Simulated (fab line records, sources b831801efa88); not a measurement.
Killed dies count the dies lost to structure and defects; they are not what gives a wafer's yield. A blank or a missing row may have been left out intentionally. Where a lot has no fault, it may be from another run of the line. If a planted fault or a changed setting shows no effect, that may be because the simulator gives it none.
One fault seen from 2 desks / flow sky130 / what lay behind the numbers comes last; until then each desk has only its own

FROM THE METROLOGY DESK
What the gauges read for every lot (on any tool): the sampled wafers with a number, averaged. The brackets show how far a lot's mean lies from the usual mean; more than 4 standard deviations puts the lot out of limits, marked OUT.
Columns: A = FIELD_ISO_OXIDATION_01_THK at SKY_FIELD_ISO_THK_MEAS_23, usual 10.11 nm
lot=L156; first seen here=day 2 17:10; A=9.88
lot=L159; first seen here=day 3 07:03; A=9.88
lot=L161; first seen here=day 3 16:55; A=9.87
lot=L162; first seen here=day 4 02:29; A=10.20
lot=L164; first seen here=day 4 11:01; A=9.92
lot=L166; first seen here=day 4 20:51; A=10.48
lot=L168; first seen here=day 5 02:31; A=10.20
lot=L169; first seen here=day 5 02:31; A=10.05
lot=L171; first seen here=day 5 12:27; A=10.38
lot=L173; first seen here=day 6 03:32; A=10.14
lot=L174; first seen here=day 6 06:13; A=10.31
lot=L178; first seen here=day 7 03:07; A=9.97
Result from this desk: across the 12 lots, nothing is out of limits.

THE TOOL OWNER'S DESK: lithoTrack-04
The tool's own readings at SKY_RES_XHIGH_SOFTBAKE_03 (time 60 s): means of the sampled wafers that have a number, for each lot that ran on this tool. The brackets show how far a lot's mean lies from the usual mean; more than 4 standard deviations puts the lot out of limits, marked OUT.
Columns: A = heaterPowerTotalW at SKY_RES_XHIGH_SOFTBAKE_03, usual 56.59 W; B = runLengthS at SKY_RES_XHIGH_SOFTBAKE_03, usual 89.08 s
lot=L159; first seen here=day 28 13:43; A=56.62; B=89.10
lot=L164; first seen here=day 30 07:16; A=56.59; B=88.96
lot=L169; first seen here=day 31 13:48; A=56.57; B=89.05
lot=L173; first seen here=day 32 09:36; A=56.59; B=90.90 (+17) OUT
lot=L174; first seen here=day 32 12:45; A=56.58; B=90.98 (+17) OUT
This desk's finding: out of limits on L173, L174; first on L173, day 32 09:36 (runLengthS at SKY_RES_XHIGH_SOFTBAKE_03). L159, L164, L169 stayed within limits.

TAKEN TOGETHER
At day 32 09:36, on L173, L174, the tool owner's desk was in a position to raise an alarm.
From the metrology desk's view, nothing was out of limits.
The metrology desk has L173, L174 on record, within its limits.
Every lot named ran SKY_RES_XHIGH_SOFTBAKE_03 on lithoTrack-04.

WHAT THE SIMULATOR HAD INSERTED
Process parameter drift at SKY_RES_XHIGH_SOFTBAKE_03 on lithoTrack-04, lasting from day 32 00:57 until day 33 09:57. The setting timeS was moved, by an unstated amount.
Shown lots that were struck: L173, L174.
Each desk's first reading out of limits, in hours after the fault started: the tool owner's desk, 9.
